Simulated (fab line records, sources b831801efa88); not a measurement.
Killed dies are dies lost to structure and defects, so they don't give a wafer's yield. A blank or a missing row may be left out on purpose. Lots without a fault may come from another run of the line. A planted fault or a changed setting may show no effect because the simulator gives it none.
A struck lot beside a sound one | flow sky130 | 15 steps out of a route of 708
Sound: wafers L408.1, L408.2, L408.5. Struck: wafer L397.5. (L397.1, L397.2 of the same lot were not struck and are left out.) The cause comes at the end.
At each step with rows: each side's tool, then ch and its chambers, then its first start. Under that, the readings that differ: sound wafers | struck wafers | difference of the means | sigmas: that difference in standard deviations of wafers without a fault.
alike: readings whose means differ by less than 2 such deviations, and words and numbers that are the same on both sides. not compared: withheld readings, readings that some wafer has no value for, bounds like >300 that may hide the same value, and numbers for which the record gives no deviation and whose values overlap.
The two part at a step that has a row with sigmas, a row that says differs or no value, or rows on one side only. Numbers that don't overlap but have no deviation are shown without sigmas and don't part them. A reading that every wafer of one side lacks parts them only if that side has two wafers or more.

first, 3 steps without rows for these wafers: SKY_METAL1_EXPOSE_12 (exposes mask MM1, target cd 140 nm); SKY_METAL1_PEB_13; SKY_METAL1_DEVELOP_14 (develop time 60 s).
SKY_METAL1_CD_MEAS_15: target cd 140 nm.
  sound on cd_sem-02, day 37 20:35; struck on cd_sem-02, day 34 20:59
  alike: cd_nm
SKY_METAL1_OVL_MEAS_16:
  sound on overlay-01, day 37 20:43; struck on overlay-01, day 34 21:06
  reading         | sound      | struck | difference | sigmas
  METAL1_OVL (nm) | -8 -11 -16 | 2      | +14        | +3
SKY_METAL1_DESCUM_17: chemistry O2, time 8 s.
  sound on rie_metal-02 ch 0,1, day 37 20:44; struck on rie_metal-02 ch 1, day 34 21:08
  alike: drypump_motor_current_A, oes_product_au
  not compared: rf_hours_counter_h
SKY_METAL1_ETCH_18: etches BARC in N2/H2, stops on SiO2, time 45.9 s, target depth 60 nm.
  sound on rie_metal-02 ch 0,1, day 37 20:46; struck on rie_metal-02 ch 1, day 34 21:10
  alike: drypump_motor_current_A, oes_product_au, throttle_valve_pct
  not compared: rf_hours_counter_h
SKY_METAL1_METAL_ETCH_19: etches the open film in Cl2/BCl3, stops on SiO2, target depth 360 nm, time 78 s.
  sound on rie_metal-02 ch 0,1, day 37 20:50; struck on rie_metal-02 ch 1, day 34 21:14
  alike: drypump_motor_current_A, oes_product_au, throttle_valve_pct
  not compared: rf_hours_counter_h
SKY_METAL1_STRIP_20: strips in O2/N2.
  sound on plasma_asher-02 ch 0,1, day 37 20:56; struck on plasma_asher-01 ch 0, day 34 21:19
  alike: drypump_motor_current_A, oes_product_au, strip_time_to_endpoint_s
  not compared: rf_hours_counter_h
then, 3 steps without rows for these wafers: SKY_METAL1_STRIP_21 (strips in post etch residue remover, time 1200 s); SKY_METAL1_CLEAN_22 (cleans in IPA, time 180 s); SKY_METAL1_CLEAN_23 (cleans in O3/DIW).
SKY_VIA1_HDPCVD_00: deposits SiO2, target thk 1030 nm, time 171.7 s.
  sound on hdpcvd-02 ch 0,2, day 37 21:31; struck on hdpcvd-01 ch 2, day 34 21:55
  reading                                  | sound             | struck | difference | sigmas
  run_length_s (s)                         | 199.4 199.6 199.5 | 181.6  | -17.9      | -38
  model.SiO2_of_VIA1_HDPCVD_00.thk_nm (nm) | 1022 1019 1037    | 926.5  | -99.5      |
SKY_VIA1_THK_MEAS_01:
  sound on film_metro-04, day 37 21:41; struck on film_metro-04, day 34 22:02
  reading              | sound          | struck | difference | sigmas
  VIA1_HDPCVD_THK (nm) | 1023 1019 1037 | 926    | -100       | -9
SKY_VIA1_CMP_02: polishes SiO2.
  sound on cmp-01 ch 0,3, day 37 21:45; struck on cmp-02 ch 2, day 34 22:11
  alike: motor_current_A

WHERE THEY PART
First at SKY_METAL1_OVL_MEAS_16; last, within this record, at SKY_VIA1_THK_MEAS_01. Later steps at which nothing parts them and some readings are alike: SKY_VIA1_CMP_02.

WHY: what the simulator had put in
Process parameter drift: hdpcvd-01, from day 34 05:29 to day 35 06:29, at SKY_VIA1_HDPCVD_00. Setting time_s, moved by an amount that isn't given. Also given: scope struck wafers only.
